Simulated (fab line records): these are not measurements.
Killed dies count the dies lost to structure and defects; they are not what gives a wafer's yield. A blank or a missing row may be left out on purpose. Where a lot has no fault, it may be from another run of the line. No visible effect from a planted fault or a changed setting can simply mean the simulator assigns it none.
Shared-tool check -- flow sky130 -- 39 wafers sampled across 13 lots

== WHY IT WAS OPENED ==
1 of 13 lots carry a flag on the reading POLY_GATE_TW at SKY_RES_PROTECT_TW_MEAS_08. Fault-free wafers read 4042, with a standard deviation of 37.
Rule: flag the lot when none of its wafers has a number, or when each of its wafers that has one lies beyond 4 standard deviations from that mean. The other lots count as sound.

lot,measured,on,"POLY_GATE_TW, wafer by wafer",flag
L486,day 15 02:00,film metro-01,4023 4027 4026,
L490,day 16 19:45,film metro-04,30 30 30,FLAGGED
L492,day 17 15:31,film metro-01,4033 4023 4020,
L493,day 17 21:59,film metro-04,4056 4064 4048,
L499,day 20 05:07,film metro-04,4048 4089 4080,
L501,day 21 16:04,film metro-04,4037 4066 4077,
L500,day 21 17:35,film metro-03,3956 3966 3973,
L502,day 21 17:43,film metro-04,4060 4078 4048,
L504,day 21 23:34,film metro-01,4053 4040 4019,
L506,day 22 10:19,film metro-04,4039 4053 4050,
L507,day 22 18:31,film metro-01,4038 4023 4023,
L508,day 23 09:26,film metro-03,3991 3972 3990,
L509,day 23 10:21,film metro-04,4060 4066 4058,
Averaged over the flagged lots the numbers come to 30, -4012 from the usual (-99 or more standard deviations).

== WHICH TOOL RAN EACH LOT ==
The record keeps 1 process step preceding the reading, out of 708 steps on the route. Read each cell as the tool, then ch plus the chambers that the sampled wafers visited, then the start.
lot,flag,SKY_RES_PROTECT_EXPOSE_04
L486,,"iline stepper-01 ch 0, day 14 12:10"
L490,FLAGGED,"iline stepper-02 ch 0, day 16 05:46"
L492,,"iline stepper-02 ch 0, day 17 01:17"
L493,,"iline stepper-02 ch 0, day 17 07:19"
L499,,"iline stepper-01 ch 0, day 19 13:17"
L501,,"iline stepper-01 ch 0, day 21 00:26"
L500,,"iline stepper-01 ch 0, day 21 01:59"
L502,,"iline stepper-02 ch 0, day 21 02:23"
L504,,"iline stepper-01 ch 0, day 21 07:48"
L506,,"iline stepper-01 ch 0, day 21 19:20"
L507,,"iline stepper-01 ch 0, day 22 02:58"
L508,,"iline stepper-02 ch 0, day 22 18:21"
L509,,"iline stepper-01 ch 0, day 22 19:41"
What the steps here do:
- SKY_RES_PROTECT_EXPOSE_04: exposes mask RPM, target cd 1270 nm.
- SKY_RES_PROTECT_TW_MEAS_08

== FLAGGED OVER TOTAL, TOOL BY TOOL (the gauges that took the reading come last) ==
step,tool,lots run,flagged,share of the flagged lots,sound lots run after its first flagged lot
SKY_RES_PROTECT_EXPOSE_04,iline stepper-01,8,0,none,-
SKY_RES_PROTECT_EXPOSE_04,iline stepper-02,5,1,all,"4 (L492,L493,L502,L508)"
SKY_RES_PROTECT_TW_MEAS_08,film metro-01,4,0,none,-
SKY_RES_PROTECT_TW_MEAS_08,film metro-03,2,0,none,-
SKY_RES_PROTECT_TW_MEAS_08,film metro-04,7,1,all,"6 (L493,L499,L501,L502,L506,L509)"

== WHAT THE TABLE PERMITS ==
2 rows of the table ran every flagged lot: iline stepper-02 at SKY_RES_PROTECT_EXPOSE_04, film metro-04 at SKY_RES_PROTECT_TW_MEAS_08.
- iline stepper-02 at SKY_RES_PROTECT_EXPOSE_04 ran 5 lots, 1 of them flagged. Sound lots ran on it after the first flagged one (L492, L493, L502, L508), which a lasting fault on the whole tool wouldn't allow.
- film metro-04 at SKY_RES_PROTECT_TW_MEAS_08 ran 7 lots, 1 of them flagged. Sound lots ran on it after the first flagged one (L493, L499, L501, L502, L506, L509), which a lasting fault on the whole tool wouldn't allow.
No row of the table ran every flagged lot and no sound lot after the first.

== WHAT WAS PUT IN BY THE SIMULATOR ==
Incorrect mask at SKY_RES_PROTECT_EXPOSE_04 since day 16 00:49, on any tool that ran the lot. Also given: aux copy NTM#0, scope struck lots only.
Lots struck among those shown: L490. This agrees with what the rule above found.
